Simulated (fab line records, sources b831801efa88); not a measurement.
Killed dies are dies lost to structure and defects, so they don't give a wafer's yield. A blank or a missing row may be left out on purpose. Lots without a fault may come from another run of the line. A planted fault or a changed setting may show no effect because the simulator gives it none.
Split-lot experiment | flow gf180mcu | 5 lots, 23 wafers read, on a route of 602 steps

THE SPLIT
At GF_M4_SPUTTER_00 (material Ti, target thk 37.5 nm, time 150 s), the setting chamber_pressure_pa was moved away from the recipe's 2 Pa on 15 of the 23 wafers read, by -12.8% to +8.9%. The other wafers ran this setting at the recipe's value.

The reading is taken at the split's own step.

THE READING
Ti_of_M4_SPUTTER_00.thk_nm (the simulator's own value, which no gauge read), in nm, at GF_M4_SPUTTER_00 (material Ti, target thk 37.5 nm, time 150 s). The file gives no usual value for it. The 8 wafers here that ran the recipe average 37.49 nm, standard deviation 0.49 nm.

wafer  | tool, chamber at the split | chamber_pressure_pa as run, Pa | against the recipe | Ti_of_M4_SPUTTER_00.thk_nm, nm | against lot-mates on the recipe
L074.1 | pvd_sputter-02, -          | 2.177                          | +8.9%              | 35.87                          | no lot-mate on the recipe
L074.3 | pvd_sputter-02, -          | 2.177                          | +8.9%              | 36.25                          | no lot-mate on the recipe
L074.4 | pvd_sputter-02, -          | 2.177                          | +8.9%              | 36.01                          | no lot-mate on the recipe
L074.5 | pvd_sputter-02, -          | 2.177                          | +8.9%              | 36.06                          | no lot-mate on the recipe
L074.6 | pvd_sputter-02, -          | 2.177                          | +8.9%              | 36.33                          | no lot-mate on the recipe
L076.1 | pvd_sputter-02, -          | 2                              | recipe             | 38.16                          | -
L076.4 | pvd_sputter-02, -          | 2                              | recipe             | 38.12                          | -
L076.5 | pvd_sputter-02, -          | 2                              | recipe             | 38.07                          | -
L080.1 | pvd_sputter-03, -          | 2                              | recipe             | 37.05                          | -
L080.2 | pvd_sputter-03, -          | 2                              | recipe             | 37.2                           | -
L080.4 | pvd_sputter-03, -          | 2                              | recipe             | 37.11                          | -
L080.5 | pvd_sputter-03, -          | 2                              | recipe             | 36.97                          | -
L080.6 | pvd_sputter-03, -          | 2                              | recipe             | 37.25                          | -
L083.1 | pvd_sputter-04, -          | 1.8                            | -10.0%             | 40.02                          | no lot-mate on the recipe
L083.2 | pvd_sputter-04, -          | 1.8                            | -10.0%             | 39.94                          | no lot-mate on the recipe
L083.3 | pvd_sputter-04, -          | 1.8                            | -10.0%             | 40.05                          | no lot-mate on the recipe
L083.4 | pvd_sputter-04, -          | 1.8                            | -10.0%             | 39.75                          | no lot-mate on the recipe
L083.6 | pvd_sputter-04, -          | 1.8                            | -10.0%             | 39.71                          | no lot-mate on the recipe
L085.1 | pvd_sputter-02, -          | 1.744                          | -12.8%             | 40.77                          | no lot-mate on the recipe
L085.2 | pvd_sputter-02, -          | 1.744                          | -12.8%             | 40.23                          | no lot-mate on the recipe
L085.4 | pvd_sputter-02, -          | 1.744                          | -12.8%             | 40.76                          | no lot-mate on the recipe
L085.5 | pvd_sputter-02, -          | 1.744                          | -12.8%             | 40.73                          | no lot-mate on the recipe
L085.6 | pvd_sputter-02, -          | 1.744                          | -12.8%             | 40.66                          | no lot-mate on the recipe

THE FIT
A straight line over all 23 wafers: Ti_of_M4_SPUTTER_00.thk_nm changes by -0.213 nm for each +1% of chamber_pressure_pa; r = -0.98; the points scatter about the line by 0.4 nm.
Too few moved wafers have a lot-mate on the recipe to fit a line with each lot's own level taken away.

THE FILE'S OWN FIT
Ti_of_M4_SPUTTER_00.thk_nm changes by -0.213 nm for each +1% of chamber_pressure_pa, r = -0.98.
